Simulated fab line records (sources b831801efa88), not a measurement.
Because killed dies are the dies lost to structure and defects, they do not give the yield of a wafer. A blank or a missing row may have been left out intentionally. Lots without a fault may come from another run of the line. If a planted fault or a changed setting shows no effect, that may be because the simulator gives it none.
Check of tool commonality	flow gf180mcu	11 lots, 33 wafers sampled

== WHY THIS WAS OPENED ==
At GF_PSD_TW_MEAS_11 the reading PSD_TW is flagged on 2 of 11 lots. Fault-free wafers read 3158, with a standard deviation of 38.
Rule: a lot is flagged in two cases, either no wafer of it has a number, or all its wafers with numbers fall more than 4 standard deviations from that mean. All remaining lots are regarded as sound.

lot	measured	on	PSD_TW, wafer by wafer	flag
L580	day 15 07:55	film metro-04	3117 3131 3127	
L582	day 16 02:18	film metro-04	3146 3150 3159	
L583	day 16 13:14	film metro-02	3246 3239 3254	
L584	day 16 19:22	film metro-04	3171 3144 3164	
L585	day 17 02:30	film metro-02	3373 3394 3414	FLAGGED
L586	day 17 08:02	film metro-01	3374 3344 3344	FLAGGED
L595	day 20 15:22	film metro-04	3111 3142 3117	
L597	day 21 04:25	film metro-01	3130 3119 3129	
L598	day 21 13:40	film metro-04	3117 3117 3097	
L599	day 22 09:44	film metro-01	3137 3136 3141	
L600	day 22 13:06	film metro-02	3196 3181 3200	
The mean of the flagged lots' numbers is 3374, +216 from the usual (+6 standard deviations).

== TOOL THAT RAN EACH LOT ==
Before the reading, the record contains 3 process steps out of a 602-step route. Cell contents, in order: the tool; ch with the chambers the sampled wafers went through; the start.
lot	flag	GF_HV_LDD_STRIP_37	GF_PSD_IMPLANT_09	GF_PSD_STRIP_10
L580		plasma asher-03 ch 0,1, day 12 14:41	implanter-01 ch 0, day 15 07:40	plasma asher-02 ch 0,1, day 15 07:49
L582		plasma asher-01 ch 1, day 13 05:49	implanter-01 ch 0, day 16 02:04	plasma asher-02 ch 0,1, day 16 02:11
L583		plasma asher-04 ch 0,1, day 13 17:44	implanter-01 ch 0, day 16 13:01	plasma asher-02 ch 0,1, day 16 13:08
L584		plasma asher-01 ch 1, day 13 22:25	implanter-02 ch 0, day 16 19:08	plasma asher-01 ch 0,1, day 16 19:15
L585	FLAGGED	plasma asher-01 ch 0,1, day 14 05:05	implanter-01 ch 0, day 17 02:15	plasma asher-01 ch 0,1, day 17 02:24
L586	FLAGGED	plasma asher-03 ch 0,1, day 14 09:02	implanter-01 ch 0, day 17 07:50	plasma asher-02 ch 0,1, day 17 07:56
L595		plasma asher-04 ch 0,1, day 17 11:27	implanter-04 ch 0, day 20 15:07	plasma asher-03 ch 0,1, day 20 15:16
L597		plasma asher-03 ch 0,1, day 18 00:38	implanter-01 ch 0, day 21 04:10	plasma asher-01 ch 0,1, day 21 04:19
L598		plasma asher-03 ch 0,1, day 18 09:11	implanter-04 ch 0, day 21 13:26	plasma asher-01 ch 0,1, day 21 13:33
L599		plasma asher-04 ch 0, day 19 05:35	implanter-04 ch 0, day 22 09:29	plasma asher-03 ch 0,1, day 22 09:38
L600		plasma asher-01 ch 0,1, day 19 08:59	implanter-04 ch 0, day 22 12:52	plasma asher-01 ch 0,1, day 22 12:59
What is done by these steps:
- GF_HV_LDD_STRIP_37: strips in O2/N2.
- GF_PSD_IMPLANT_09
- GF_PSD_STRIP_10: strips in O2/N2.
- GF_PSD_TW_MEAS_11

== FLAGGED AGAINST TOTAL, ONE TOOL AT A TIME (gauges that did the reading follow at the end) ==
step	tool	lots run	flagged	share of the flagged lots	sound lots run after its first flagged lot
GF_HV_LDD_STRIP_37	plasma asher-01	4	1	some	1 (L600)
GF_HV_LDD_STRIP_37	plasma asher-03	4	1	some	2 (L597,L598)
GF_HV_LDD_STRIP_37	plasma asher-04	3	0	none	-
GF_PSD_IMPLANT_09	implanter-01	6	2	all	1 (L597)
GF_PSD_IMPLANT_09	implanter-02	1	0	none	-
GF_PSD_IMPLANT_09	implanter-04	4	0	none	-
GF_PSD_STRIP_10	plasma asher-01	5	1	some	3 (L597,L598,L600)
GF_PSD_STRIP_10	plasma asher-02	4	1	some	0
GF_PSD_STRIP_10	plasma asher-03	2	0	none	-
GF_PSD_TW_MEAS_11	film metro-01	3	1	some	2 (L597,L599)
GF_PSD_TW_MEAS_11	film metro-02	3	1	some	1 (L600)
GF_PSD_TW_MEAS_11	film metro-04	5	0	none	-

== WHAT THE TABLE PERMITS ==
All flagged lots share 1 row of the table, namely implanter-01 at GF_PSD_IMPLANT_09.
- implanter-01 at GF_PSD_IMPLANT_09: 2 of its 6 lots flagged. Lots that were sound ran on it after the first flagged one (L597); a persistent fault on the entire tool would not allow that. Its own readings (beam energy keV) fall more than 4 standard deviations out on all wafers of the flagged lots.
There is no row in the table that ran each flagged lot and no sound lot after the first.

== WHAT THE SIMULATOR HAD INSERTED ==
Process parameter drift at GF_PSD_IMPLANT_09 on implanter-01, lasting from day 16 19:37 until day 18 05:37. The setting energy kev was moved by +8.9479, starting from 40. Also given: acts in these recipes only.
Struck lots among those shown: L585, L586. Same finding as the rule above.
